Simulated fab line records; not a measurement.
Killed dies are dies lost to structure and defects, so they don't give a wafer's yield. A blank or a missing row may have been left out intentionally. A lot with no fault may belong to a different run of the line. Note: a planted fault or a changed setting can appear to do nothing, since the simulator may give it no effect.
Chamber matching || flow gf180mcu || rie_diel-02 running GF_V5_ETCH_16: 4 sister chambers
The step etches BARC in N2/H2. 8 wafers are shown with their chamber, then 7 later ones without.

EACH WAFER AND ITS CHAMBER
{"wafer": "L078.2", "chamber": 3, "rf_fwd_power_W (W)": 491.9, "throttle_valve_pct (%)": 13.231}
{"wafer": "L081.2", "chamber": 3, "rf_fwd_power_W (W)": 496.3, "throttle_valve_pct (%)": 13.215}
{"wafer": "L080.4", "chamber": 1, "rf_fwd_power_W (W)": 498.7, "throttle_valve_pct (%)": 13.206}
{"wafer": "L086.3", "chamber": 0, "rf_fwd_power_W (W)": 499.0, "throttle_valve_pct (%)": 13.247}
{"wafer": "L086.5", "chamber": 1, "rf_fwd_power_W (W)": 499.3, "throttle_valve_pct (%)": 13.230}
{"wafer": "L086.6", "chamber": 2, "rf_fwd_power_W (W)": 494.5, "throttle_valve_pct (%)": 13.237}
{"wafer": "L092.2", "chamber": 0, "rf_fwd_power_W (W)": 494.6, "throttle_valve_pct (%)": 13.239}
{"wafer": "L092.5", "chamber": 2, "rf_fwd_power_W (W)": 496.1, "throttle_valve_pct (%)": 13.208}

WAFERS WITH NO CHAMBER GIVEN
{"wafer": "L092.6", "rf_fwd_power_W (W)": 495.8, "throttle_valve_pct (%)": 13.206}
{"wafer": "L095.1", "rf_fwd_power_W (W)": 493.2, "throttle_valve_pct (%)": 13.224}
{"wafer": "L095.5", "rf_fwd_power_W (W)": 493.4, "throttle_valve_pct (%)": 13.224}
{"wafer": "L095.6", "rf_fwd_power_W (W)": 495.0, "throttle_valve_pct (%)": 13.233}
{"wafer": "L096.2", "rf_fwd_power_W (W)": 495.3, "throttle_valve_pct (%)": 13.248}
{"wafer": "L096.3", "rf_fwd_power_W (W)": 490.9, "throttle_valve_pct (%)": 13.218}
{"wafer": "L096.5", "rf_fwd_power_W (W)": 490.5, "throttle_valve_pct (%)": 13.223}

EACH ONE'S CHAMBER
{"wafer": "L092.6", "from the rows above": "can't be placed: 2 or 3 or 1 or 0", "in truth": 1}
{"wafer": "L095.1", "from the rows above": "can't be placed: 3 or 2 or 0", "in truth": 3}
{"wafer": "L095.5", "from the rows above": "can't be placed: 3 or 2 or 0", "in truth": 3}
{"wafer": "L095.6", "from the rows above": "can't be placed: 2 or 3 or 0 or 1", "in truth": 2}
{"wafer": "L096.2", "from the rows above": "can't be placed: 0 or 2 or 3 or 1", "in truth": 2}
{"wafer": "L096.3", "from the rows above": "can't be placed: 3 or 2 or 0", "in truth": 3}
{"wafer": "L096.5", "from the rows above": "can't be placed: 3 or 2 or 0", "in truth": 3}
Correctly placed: 0 of 7. Can't be placed from these rows: 7 (the true chamber is among the candidates in 7). Wrongly placed: 0.
How it was worked out, from the rows above alone: a wafer's distance from a chamber is the root of the sum, over the readings, of the square of ((its reading less the chamber's mean) divided by the reading's scatter). If the next closest chamber is less than 2 further off than the closest, the wafer can't be placed; otherwise it belongs to the closest. Each chamber's mean is taken over the wafers shown for it. How the scatter is found: for the shown wafers, subtract from each reading the mean of its chamber, square and add these, divide the total by (wafers less chambers), then take the root.
